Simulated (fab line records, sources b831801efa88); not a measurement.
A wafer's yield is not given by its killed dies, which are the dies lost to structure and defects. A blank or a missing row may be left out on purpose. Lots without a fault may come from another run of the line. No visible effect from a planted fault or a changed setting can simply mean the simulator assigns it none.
fab line records ; flow gf180mcu ; part 1 of 2: steps 1 to 31 of 42
record lots=5; wafers=15; lastDay=34
route steps=602 shown VT_IMPLANT@104 MVSD@136 NWELL@137 LVPWELL@138 MVPSD@139 DUAL_GATE@141
lots with no fault: from the same line, run without faults
startH: start of the lot's first displayed wafer, in hours after the record's first day ; waitH: hours since the lot's step before ; " as in the row above ; L1.1+2: a row that stands for several wafers ; - value missing, or start not given ; * or withheld: withheld ; < > ~ a bound
route shown NAME@n: a module of which the file shows steps, and the number in the route of the first ; usual: average and standard deviation across the fault-free wafers ; same: alike in all rows ; chamber/n: place in a boat ; sites: each site's reading ; _std_site: how widely they spread, as a standard deviation ; _edge_site: inner sites' mean taken away from outer sites' mean ; radiusMm: how far each site lies from the wafer's centre ; mask NAME#n: copy n ; behind: the tool/chamber that last shaped the wafer ; hold: what put the lot on hold/how long, in hours/how the hold closed ; device: whichever transistor did not switch (one of n, p or np) ; end of line: tests run on the same wafers once the route is complete ; a step with no rows: only its recipe ; killed: dies that structure and defects cost at the first sort, which is not the same as the wafer's yield ; map: a wafer's dies, marking killed ones x, the rest . and places with no die _
set.NAME: the setting the step ran with; set.NAME@STEP: the setting that earlier step ran with ; model.NAME: the simulator's own value behind a step, which no gauge read
lots at some steps of the route; a table a step, a row a wafer
services: the hour from which a tool's chamber was out of use, counted from the record's first day as startH (under 0 if before that day), plus the number of hours and why
## steps
# step GF_VT_IMPLANT_SOFTBAKE_14
# recipe tempC=90; timeS=60; resist=NOVOLAK
lot.wafer;tool;chamber;startH;waitH
L076.1+2+5;lithoTrack-01;0;131.91;0.1
L077.1+3+4;lithoTrack-01;0;137.96;0.1
L084.1+3+6;lithoTrack-01;0;179.46;0.1
L088.1+4+5;lithoTrack-02;0;206.45;0.1
L094.2+3+5;lithoTrack-02;0;245.38;0.1
# step GF_VT_IMPLANT_EXPOSE_15
# recipe maskId=Nwell_LV_AREA; targetCdNm=860; na=0.6; sourceShape=conventional; sigmaOuter=0.6; doseMj=140
lot.wafer;tool;chamber;startH;waitH;mask
L076.1+2+5;ilineStepper-02;0;-;-;Nwell_LV_AREA#0
L077.1+3+4;ilineStepper-02;0;-;-;Nwell_LV_AREA#0
L084.1+3+6;ilineStepper-01;0;-;-;Nwell_LV_AREA#0
L088.1+4+5;ilineStepper-01;0;-;-;Nwell_LV_AREA#0
L094.2+3+5;ilineStepper-02;0;-;-;Nwell_LV_AREA#0
# step GF_VT_IMPLANT_PEB_16
# recipe tempC=withheld; timeS=*; resist=NOVOLAK
lot.wafer;tool;chamber;startH;waitH
L076.1+2+5;lithoTrack-02;0;-;-
L077.1+3+4;lithoTrack-02;0;-;-
L084.1+3+6;lithoTrack-02;0;-;-
L088.1+4+5;lithoTrack-01;0;-;-
L094.2+3+5;lithoTrack-01;0;-;-
# step GF_VT_IMPLANT_DEVELOP_17
# recipe developTimeS=60; devTempC=23
lot.wafer;tool;chamber;startH;waitH
L076.1+2+5;lithoTrack-02;0;138.90;0.1
L077.1+3+4;lithoTrack-02;0;145.75;0.1
L084.1+3+6;lithoTrack-02;0;187.55;0.1
L088.1+4+5;lithoTrack-01;0;215.31;0.1
L094.2+3+5;lithoTrack-01;0;254.58;0.1
# step GF_VT_IMPLANT_OVL_MEAS_18
# usual VT_IMPLANT_01_OVL=0.2/1.2
lot.wafer;tool;chamber;startH;waitH;VT_IMPLANT_01_OVL[nm]
L076.1;overlay-02;-;139.05;0.1;-1.9
L076.2;overlay-02;-;139.05;0.1;-1.4
L076.5;overlay-02;-;139.05;0.1;-0.1
L077.1;overlay-01;-;145.90;0.1;1.7
L077.3;overlay-01;-;145.90;0.1;1.0
L077.4;overlay-01;-;145.90;0.1;1.1
L084.1;overlay-01;-;187.70;0.1;-1.5
L084.3;overlay-01;-;187.70;0.1;-1.7
L084.6;overlay-01;-;187.70;0.1;-0.4
L088.1;overlay-01;-;215.46;0.1;-1.3
L088.4;overlay-01;-;215.46;0.1;-0.1
L088.5;overlay-01;-;215.46;0.1;1.0
L094.2;overlay-01;-;254.71;0.1;0.8
L094.3;overlay-01;-;254.71;0.1;2.2
L094.5;overlay-01;-;254.71;0.1;-0.2
# step GF_VT_IMPLANT_IMPLANT_19
# recipe species=As; energyKev=100; doseCm2=4.35e+12; tiltDeg=7
lot.wafer;tool;chamber;startH;waitH
L076.1+2+5;implanter-01;0;139.09;0.0
L077.1+3+4;implanter-03;0;145.94;0.0
L084.1+3+6;implanter-01;0;187.74;0.0
L088.1+4+5;implanter-01;0;215.49;0.0
L094.2+3+5;implanter-04;0;254.77;0.0
# step GF_VT_IMPLANT_STRIP_20
# recipe chemistry=O2/N2; powerW=1400; pressureMtorr=1500; platenTempC=250; o2FlowSccm=3000; n2FlowSccm=300; overashFraction=0.5
# usual drypumpMotorCurrentA=5.5/0.4; heaterPowerW=337/22; oesProductAu=0.716/0.0043; stripTimeToEndpointS=12.62/0.036
lot.wafer;tool;chamber;startH;waitH;drypumpMotorCurrentA;heaterPowerW;oesProductAu;rfHoursCounterH;stripTimeToEndpointS
L076.1;plasmaAsher-03;0;139.24;0.1;4.9;335;0.714;47;12.58
L076.2;plasmaAsher-03;1;139.24;0.1;5.4;324;0.718;47;12.62
L076.5;plasmaAsher-03;1;139.24;0.1;5.4;325;0.720;-;12.59
L077.1;plasmaAsher-04;1;146.09;0.1;5.8;294;0.718;36;12.59
L077.3;plasmaAsher-04;0;146.09;0.1;5.2;371;0.707;-;12.61
L077.4;plasmaAsher-04;1;146.09;0.1;5.8;288;0.715;-;12.64
L084.1;plasmaAsher-02;0;187.89;0.1;6.1;345;0.715;7;12.62
L084.3;plasmaAsher-02;0;187.89;0.1;6.1;348;0.711;-;12.62
L084.6;plasmaAsher-02;0;187.89;0.1;6.2;350;0.721;-;12.60
L088.1;plasmaAsher-03;1;215.64;0.1;5.4;315;0.716;55;12.60
L088.4;plasmaAsher-03;0;215.64;0.1;4.9;347;0.718;-;12.60
L088.5;plasmaAsher-03;1;215.64;0.1;5.4;319;0.716;-;12.58
L094.2;plasmaAsher-04;0;254.89;0.1;5.2;381;0.720;48;12.61
L094.3;plasmaAsher-04;0;254.89;0.1;5.2;364;0.716;-;12.60
L094.5;plasmaAsher-04;0;254.89;0.1;5.2;378;0.710;-;12.60
# step GF_VT_IMPLANT_TW_MEAS_21
# usual VT_IMPLANT_2_TW=1209/6.5
lot.wafer;tool;chamber;startH;waitH;VT_IMPLANT_2_TW
L076.1;filmMetro-02;-;139.38;0.1;1215
L076.2;filmMetro-02;-;139.38;0.1;1214
L076.5;filmMetro-02;-;139.38;0.1;1216
L077.1;filmMetro-01;-;146.19;0.1;1201
L077.3;filmMetro-01;-;146.19;0.1;1210
L077.4;filmMetro-01;-;146.19;0.1;1202
L084.1;filmMetro-03;-;187.99;0.1;1209
L084.3;filmMetro-03;-;187.99;0.1;1208
L084.6;filmMetro-03;-;187.99;0.1;1208
L088.1;filmMetro-02;-;215.74;0.1;1211
L088.4;filmMetro-02;-;215.74;0.1;1210
L088.5;filmMetro-02;-;215.74;0.1;1218
L094.2;filmMetro-03;-;255.00;0.1;1208
L094.3;filmMetro-03;-;255.00;0.1;1205
L094.5;filmMetro-03;-;255.00;0.1;1201
# step GF_VT_IMPLANT_DEHYDRATE_22
# recipe tempC=200; timeS=60
lot.wafer;tool;chamber;startH;waitH
L076.1+2+5;lithoTrack-01;0;146.16;6.8
L077.1+3+4;lithoTrack-02;0;153.00;6.8
L084.1+3+6;lithoTrack-02;0;196.45;8.5
L088.1+4+5;lithoTrack-02;0;223.80;8.0
L094.2+3+5;lithoTrack-03;0;263.24;8.2
# step GF_VT_IMPLANT_HMDS_23
# recipe primeTimeS=60; primeTempC=120
# usual primeTempC=120.01/0.13
lot.wafer;tool;chamber;startH;waitH;primeTempC
L076.1;lithoTrack-01;0;146.31;0.1;119.97
L076.2;lithoTrack-01;0;146.31;0.1;119.77
L076.5;lithoTrack-01;0;146.31;0.1;119.89
L077.1;lithoTrack-02;0;153.15;0.1;120.21
L077.3;lithoTrack-02;0;153.15;0.1;120.08
L077.4;lithoTrack-02;0;153.15;0.1;120.17
L084.1;lithoTrack-02;0;196.60;0.1;119.67
L084.3;lithoTrack-02;0;196.60;0.1;120.04
L084.6;lithoTrack-02;0;196.60;0.1;120.14
L088.1;lithoTrack-02;0;223.95;0.1;120.02
L088.4;lithoTrack-02;0;223.95;0.1;120.13
L088.5;lithoTrack-02;0;223.95;0.1;120.07
L094.2;lithoTrack-03;0;263.39;0.1;120.04
L094.3;lithoTrack-03;0;263.39;0.1;120.18
L094.5;lithoTrack-03;0;263.39;0.1;120.01
# step GF_VT_IMPLANT_COAT_24
# recipe resist=NOVOLAK; spinRpm=3000; resistThkNm=1000
# usual spinSpeedRpm=2999.9/1.8
lot.wafer;tool;chamber;startH;waitH;spinSpeedRpm
L076.1;lithoTrack-01;0;146.46;0.1;3000.1
L076.2;lithoTrack-01;0;146.46;0.1;3000.0
L076.5;lithoTrack-01;0;146.46;0.1;2998.1
L077.1;lithoTrack-02;0;153.30;0.1;2999.1
L077.3;lithoTrack-02;0;153.30;0.1;2999.6
L077.4;lithoTrack-02;0;153.30;0.1;3003.2
L084.1;lithoTrack-02;0;196.75;0.1;3000.1
L084.3;lithoTrack-02;0;196.75;0.1;2997.2
L084.6;lithoTrack-02;0;196.75;0.1;3000.0
L088.1;lithoTrack-02;0;224.10;0.1;2999.6
L088.4;lithoTrack-02;0;224.10;0.1;3001.2
L088.5;lithoTrack-02;0;224.10;0.1;2999.2
L094.2;lithoTrack-03;0;263.54;0.1;3001.5
L094.3;lithoTrack-03;0;263.54;0.1;3002.9
L094.5;lithoTrack-03;0;263.54;0.1;3000.6
# step GF_VT_IMPLANT_SOFTBAKE_25
# recipe tempC=90; timeS=60; resist=NOVOLAK
lot.wafer;tool;chamber;startH;waitH
L076.1+2+5;lithoTrack-01;0;146.61;0.1
L077.1+3+4;lithoTrack-02;0;153.45;0.1
L084.1+3+6;lithoTrack-02;0;196.90;0.1
L088.1+4+5;lithoTrack-02;0;224.25;0.1
L094.2+3+5;lithoTrack-03;0;263.69;0.1
# step GF_VT_IMPLANT_EXPOSE_26
# recipe maskId=LVPWELL_HV_AREA; targetCdNm=860; na=0.6; sourceShape=conventional; sigmaOuter=0.6; doseMj=140
lot.wafer;tool;chamber;startH;waitH;mask
L076.1+2+5;ilineStepper-01;0;-;-;LVPWELL_HV_AREA#0
L077.1+3+4;ilineStepper-01;0;-;-;LVPWELL_HV_AREA#0
L084.1+3+6;ilineStepper-01;0;-;-;LVPWELL_HV_AREA#0
L088.1+4+5;ilineStepper-01;0;-;-;LVPWELL_HV_AREA#0
L094.2+3+5;ilineStepper-02;0;-;-;LVPWELL_HV_AREA#0
# step GF_VT_IMPLANT_PEB_27
# recipe tempC=withheld; timeS=*; resist=NOVOLAK
lot.wafer;tool;chamber;startH;waitH
L076.1+2+5;lithoTrack-03;0;-;-
L077.1+3+4;lithoTrack-01;0;-;-
L084.1+3+6;lithoTrack-03;0;-;-
L088.1+4+5;lithoTrack-01;0;-;-
L094.2+3+5;lithoTrack-03;0;-;-
# step GF_VT_IMPLANT_DEVELOP_28
# recipe developTimeS=60; devTempC=23
lot.wafer;tool;chamber;startH;waitH
L076.1+2+5;lithoTrack-03;0;154.12;0.1
L077.1+3+4;lithoTrack-01;0;161.66;0.1
L084.1+3+6;lithoTrack-03;0;205.22;0.1
L088.1+4+5;lithoTrack-01;0;233.51;0.1
L094.2+3+5;lithoTrack-03;0;273.39;0.1
# step GF_VT_IMPLANT_OVL_MEAS_29
# usual VT_IMPLANT_02_OVL=0.6/1.4
lot.wafer;tool;chamber;startH;waitH;VT_IMPLANT_02_OVL[nm]
L076.1;overlay-01;-;154.27;0.1;-0.7
L076.2;overlay-01;-;154.27;0.1;-0.6
L076.5;overlay-01;-;154.27;0.1;-0.5
L077.1;overlay-02;-;161.81;0.1;2.0
L077.3;overlay-02;-;161.81;0.1;2.5
L077.4;overlay-02;-;161.81;0.1;1.7
L084.1;overlay-01;-;205.37;0.1;-1.4
L084.3;overlay-01;-;205.37;0.1;-1.9
L084.6;overlay-01;-;205.37;0.1;-1.8
L088.1;overlay-02;-;233.66;0.1;-0.2
L088.4;overlay-02;-;233.66;0.1;-0.2
L088.5;overlay-02;-;233.66;0.1;1.0
L094.2;overlay-01;-;273.52;0.1;1.2
L094.3;overlay-01;-;273.52;0.1;-0.9
L094.5;overlay-01;-;273.52;0.1;1.0
# step GF_VT_IMPLANT_IMPLANT_30
# recipe species=B; energyKev=25; doseCm2=2.534e+12; tiltDeg=7
lot.wafer;tool;chamber;startH;waitH
L076.1+2+5;implanter-04;0;154.30;0.0
L077.1+3+4;implanter-03;0;161.84;0.0
L084.1+3+6;implanter-01;0;205.40;0.0
L088.1+4+5;implanter-01;0;233.69;0.0
L094.2+3+5;implanter-04;0;273.58;0.0
# step GF_VT_IMPLANT_STRIP_31
# recipe chemistry=O2/N2; powerW=1400; pressureMtorr=1500; platenTempC=250; o2FlowSccm=3000; n2FlowSccm=300; overashFraction=0.5
# usual drypumpMotorCurrentA=5.5/0.4; heaterPowerW=338/22; oesProductAu=0.716/0.0052; stripTimeToEndpointS=12.62/0.033
lot.wafer;tool;chamber;startH;waitH;drypumpMotorCurrentA;heaterPowerW;oesProductAu;rfHoursCounterH;stripTimeToEndpointS
L076.1;plasmaAsher-04;1;154.45;0.1;5.8;289;0.711;37;12.64
L076.2;plasmaAsher-04;0;154.45;0.1;5.2;372;0.716;37;12.61
L076.5;plasmaAsher-04;0;154.45;0.1;5.2;379;0.713;-;12.60
L077.1;plasmaAsher-02;0;161.99;0.1;6.1;344;0.716;4;12.55
L077.3;plasmaAsher-02;0;161.99;0.1;6.1;349;0.727;-;12.60
L077.4;plasmaAsher-02;1;161.99;0.1;5.6;350;0.719;-;12.63
L084.1;plasmaAsher-04;0;205.55;0.1;5.2;363;0.713;42;12.60
L084.3;plasmaAsher-04;0;205.55;0.1;5.2;370;0.715;-;12.63
L084.6;plasmaAsher-04;0;205.55;0.1;5.2;375;0.716;-;12.60
L088.1;plasmaAsher-02;0;233.84;0.1;6.1;348;0.716;12;12.61
L088.4;plasmaAsher-02;1;233.84;0.1;5.6;346;0.715;-;12.62
L088.5;plasmaAsher-02;1;233.84;0.1;5.6;342;0.715;-;12.61
L094.2;plasmaAsher-03;1;273.70;0.1;5.4;321;0.710;61;12.61
L094.3;plasmaAsher-03;0;273.70;0.1;4.9;335;0.724;-;12.57
L094.5;plasmaAsher-03;0;273.70;0.1;4.9;335;0.714;-;12.57
# step GF_VT_IMPLANT_TW_MEAS_32
# usual VT_IMPLANT_3_TW=267.3/1.7
lot.wafer;tool;chamber;startH;waitH;VT_IMPLANT_3_TW
L076.1;filmMetro-02;-;154.55;0.1;269.7
L076.2;filmMetro-02;-;154.55;0.1;269.9
L076.5;filmMetro-02;-;154.55;0.1;269.6
L077.1;filmMetro-01;-;162.09;0.1;267.0
L077.3;filmMetro-01;-;162.09;0.1;267.2
L077.4;filmMetro-01;-;162.09;0.1;266.2
L084.1;filmMetro-02;-;205.65;0.1;268.1
L084.3;filmMetro-02;-;205.65;0.1;267.4
L084.6;filmMetro-02;-;205.65;0.1;267.2
L088.1;filmMetro-02;-;233.94;0.1;270.0
L088.4;filmMetro-02;-;233.94;0.1;271.3
L088.5;filmMetro-02;-;233.94;0.1;269.2
L094.2;filmMetro-01;-;273.81;0.1;264.5
L094.3;filmMetro-01;-;273.81;0.1;266.4
L094.5;filmMetro-01;-;273.81;0.1;265.1
# step GF_VT_IMPLANT_DEHYDRATE_33
# recipe tempC=200; timeS=60
lot.wafer;tool;chamber;startH;waitH
L076.1+2+5;lithoTrack-02;0;162.30;7.7
L077.1+3+4;lithoTrack-02;0;169.05;6.9
L084.1+3+6;lithoTrack-03;0;214.12;8.5
L088.1+4+5;lithoTrack-02;0;242.00;8.0
L094.2+3+5;lithoTrack-01;0;282.88;9.1
# step GF_VT_IMPLANT_HMDS_34
# recipe primeTimeS=60; primeTempC=120
# usual primeTempC=120.02/0.15
lot.wafer;tool;chamber;startH;waitH;primeTempC
L076.1;lithoTrack-02;0;162.45;0.1;120.07
L076.2;lithoTrack-02;0;162.45;0.1;119.83
L076.5;lithoTrack-02;0;162.45;0.1;119.97
L077.1;lithoTrack-02;0;169.20;0.1;119.87
L077.3;lithoTrack-02;0;169.20;0.1;120.24
L077.4;lithoTrack-02;0;169.20;0.1;119.96
L084.1;lithoTrack-03;0;214.27;0.1;120.19
L084.3;lithoTrack-03;0;214.27;0.1;120.44
L084.6;lithoTrack-03;0;214.27;0.1;120.06
L088.1;lithoTrack-02;0;242.15;0.1;119.89
L088.4;lithoTrack-02;0;242.15;0.1;119.89
L088.5;lithoTrack-02;0;242.15;0.1;120.20
L094.2;lithoTrack-01;0;283.03;0.1;120.03
L094.3;lithoTrack-01;0;283.03;0.1;120.18
L094.5;lithoTrack-01;0;283.03;0.1;120.19
# step GF_VT_IMPLANT_COAT_35
# recipe resist=NOVOLAK; spinRpm=3000; resistThkNm=1000
# usual spinSpeedRpm=2999.9/1.9
lot.wafer;tool;chamber;startH;waitH;spinSpeedRpm
L076.1;lithoTrack-02;0;162.60;0.1;3001.1
L076.2;lithoTrack-02;0;162.60;0.1;2997.8
L076.5;lithoTrack-02;0;162.60;0.1;2999.2
L077.1;lithoTrack-02;0;169.35;0.1;2999.0
L077.3;lithoTrack-02;0;169.35;0.1;2996.8
L077.4;lithoTrack-02;0;169.35;0.1;3000.3
L084.1;lithoTrack-03;0;214.42;0.1;3002.8
L084.3;lithoTrack-03;0;214.42;0.1;3002.0
L084.6;lithoTrack-03;0;214.42;0.1;3001.9
L088.1;lithoTrack-02;0;242.30;0.1;3000.1
L088.4;lithoTrack-02;0;242.30;0.1;3000.9
L088.5;lithoTrack-02;0;242.30;0.1;3000.8
L094.2;lithoTrack-01;0;283.18;0.1;3001.4
L094.3;lithoTrack-01;0;283.18;0.1;2998.7
L094.5;lithoTrack-01;0;283.18;0.1;2997.6
# step GF_VT_IMPLANT_SOFTBAKE_36
# recipe tempC=90; timeS=60; resist=NOVOLAK
lot.wafer;tool;chamber;startH;waitH
L076.1+2+5;lithoTrack-02;0;162.75;0.1
L077.1+3+4;lithoTrack-02;0;169.50;0.1
L084.1+3+6;lithoTrack-03;0;214.57;0.1
L088.1+4+5;lithoTrack-02;0;242.45;0.1
L094.2+3+5;lithoTrack-01;0;283.33;0.1
# step GF_VT_IMPLANT_EXPOSE_37
# recipe maskId=Nwell_HV_AREA; targetCdNm=860; na=0.6; sourceShape=conventional; sigmaOuter=0.6; doseMj=140
lot.wafer;tool;chamber;startH;waitH;mask
L076.1+2+5;ilineStepper-01;0;-;-;Nwell_HV_AREA#0
L077.1+3+4;ilineStepper-02;0;-;-;Nwell_HV_AREA#0
L084.1+3+6;ilineStepper-02;0;-;-;Nwell_HV_AREA#0
L088.1+4+5;ilineStepper-01;0;-;-;Nwell_HV_AREA#0
L094.2+3+5;ilineStepper-02;0;-;-;Nwell_HV_AREA#0
# step GF_VT_IMPLANT_PEB_38
# recipe tempC=withheld; timeS=*; resist=NOVOLAK
lot.wafer;tool;chamber;startH;waitH
L076.1+2+5;lithoTrack-01;0;-;-
L077.1+3+4;lithoTrack-01;0;-;-
L084.1+3+6;lithoTrack-01;0;-;-
L088.1+4+5;lithoTrack-02;0;-;-
L094.2+3+5;lithoTrack-02;0;-;-
# step GF_VT_IMPLANT_DEVELOP_39
# recipe developTimeS=60; devTempC=23
lot.wafer;tool;chamber;startH;waitH
L076.1+2+5;lithoTrack-01;0;170.31;0.1
L077.1+3+4;lithoTrack-01;0;177.91;0.1
L084.1+3+6;lithoTrack-01;0;222.81;0.1
L088.1+4+5;lithoTrack-02;0;251.30;0.1
L094.2+3+5;lithoTrack-02;0;292.78;0.1
# step GF_VT_IMPLANT_OVL_MEAS_40
# usual VT_IMPLANT_03_OVL=-0.9/1.5
lot.wafer;tool;chamber;startH;waitH;VT_IMPLANT_03_OVL[nm]
L076.1;overlay-01;-;170.46;0.1;-2.4
L076.2;overlay-01;-;170.46;0.1;-2.2
L076.5;overlay-01;-;170.46;0.1;-1.6
L077.1;overlay-02;-;178.06;0.1;1.0
L077.3;overlay-02;-;178.06;0.1;-0.2
L077.4;overlay-02;-;178.06;0.1;-1.2
L084.1;overlay-02;-;222.96;0.1;-2.9
L084.3;overlay-02;-;222.96;0.1;-2.0
L084.6;overlay-02;-;222.96;0.1;-1.4
L088.1;overlay-01;-;251.45;0.1;-1.6
L088.4;overlay-01;-;251.45;0.1;-0.2
L088.5;overlay-01;-;251.45;0.1;-0.6
L094.2;overlay-01;-;292.91;0.1;-0.4
L094.3;overlay-01;-;292.91;0.1;1.2
L094.5;overlay-01;-;292.91;0.1;1.0
# step GF_VT_IMPLANT_IMPLANT_41
# recipe species=As; energyKev=70; doseCm2=1.013e+12; tiltDeg=7
lot.wafer;tool;chamber;startH;waitH
L076.1+2+5;implanter-01;0;170.49;0.0
L077.1+3+4;implanter-01;0;178.09;0.0
L084.1+3+6;implanter-04;0;222.99;0.0
L088.1+4+5;implanter-01;0;251.49;0.0
L094.2+3+5;implanter-03;0;292.96;0.0
# step GF_VT_IMPLANT_STRIP_42
# recipe chemistry=O2/N2; powerW=1400; pressureMtorr=1500; platenTempC=250; o2FlowSccm=3000; n2FlowSccm=300; overashFraction=0.5
# usual drypumpMotorCurrentA=5.5/0.37; heaterPowerW=336/30; oesProductAu=0.716/0.0048; stripTimeToEndpointS=12.62/0.042
lot.wafer;tool;chamber;startH;waitH;drypumpMotorCurrentA;heaterPowerW;oesProductAu;rfHoursCounterH;stripTimeToEndpointS
L076.1;plasmaAsher-04;1;170.64;0.1;5.8;289;0.722;39;12.57
L076.2;plasmaAsher-04;0;170.64;0.1;5.2;371;0.713;39;12.63
L076.5;plasmaAsher-04;1;170.64;0.1;5.8;287;0.711;-;12.58
L077.1;plasmaAsher-04;1;178.24;0.1;5.8;294;0.705;39;12.62
L077.3;plasmaAsher-04;1;178.24;0.1;5.8;294;0.722;-;12.62
L077.4;plasmaAsher-04;0;178.24;0.1;5.2;369;0.706;-;12.59
L084.1;plasmaAsher-03;1;223.14;0.1;5.4;319;0.717;55;12.56
L084.3;plasmaAsher-03;0;223.14;0.1;4.9;339;0.709;-;12.53
L084.6;plasmaAsher-03;1;223.14;0.1;5.4;324;0.713;-;12.54
L088.1;plasmaAsher-04;1;251.64;0.1;5.8;297;0.717;47;12.58
L088.4;plasmaAsher-04;0;251.64;0.1;5.2;377;0.712;-;12.59
L088.5;plasmaAsher-04;0;251.64;0.1;5.2;374;0.710;-;12.59
L094.2;plasmaAsher-04;1;293.09;0.1;5.8;291;0.717;51;12.66
L094.3;plasmaAsher-04;0;293.09;0.1;5.2;370;0.711;-;12.63
L094.5;plasmaAsher-04;1;293.09;0.1;5.8;296;0.707;-;12.68
# step GF_VT_IMPLANT_TW_MEAS_43
# usual VT_IMPLANT_4_TW=688/4.2
lot.wafer;tool;chamber;startH;waitH;VT_IMPLANT_4_TW
L076.1;filmMetro-02;-;170.74;0.1;687
L076.2;filmMetro-02;-;170.74;0.1;683
L076.5;filmMetro-02;-;170.74;0.1;686
L077.1;filmMetro-01;-;178.34;0.1;687
L077.3;filmMetro-01;-;178.34;0.1;688
L077.4;filmMetro-01;-;178.34;0.1;686
L084.1;filmMetro-01;-;223.24;0.1;687
L084.3;filmMetro-01;-;223.24;0.1;686
L084.6;filmMetro-01;-;223.24;0.1;691
L088.1;filmMetro-02;-;251.74;0.1;693
L088.4;filmMetro-02;-;251.74;0.1;692
L088.5;filmMetro-02;-;251.74;0.1;692
L094.2;filmMetro-03;-;293.20;0.1;686
L094.3;filmMetro-03;-;293.20;0.1;688
L094.5;filmMetro-03;-;293.20;0.1;689
# step GF_VT_IMPLANT_CLEAN_44
# recipe chemistry=SC1/SC2; mix=1:4:20; tempC=70; timeS=150; dry=n2Spin
# usual bathHeatDutyPct=13.0/1.6
lot.wafer;tool;chamber;startH;waitH;bathHeatDutyPct
L076.1;wetBench-04;1;170.80;0.1;15.5
L076.2;wetBench-04;1;170.80;0.1;13.1
L076.5;wetBench-04;1;170.80;0.1;15.0
L077.1;wetBench-03;3;178.40;0.1;11.4
L077.3;wetBench-03;3;178.40;0.1;11.1
L077.4;wetBench-03;3;178.40;0.1;10.9
L084.1;wetBench-04;0;223.30;0.1;13.0
L084.3;wetBench-04;0;223.30;0.1;12.7
L084.6;wetBench-04;0;223.30;0.1;14.5
L088.1;wetBench-03;2;251.80;0.1;11.1
L088.4;wetBench-03;2;251.80;0.1;10.9
L088.5;wetBench-03;2;251.80;0.1;12.1
L094.2;wetBench-03;1;293.25;0.0;11.9
L094.3;wetBench-03;1;293.25;0.0;10.7
L094.5;wetBench-03;1;293.25;0.0;11.8
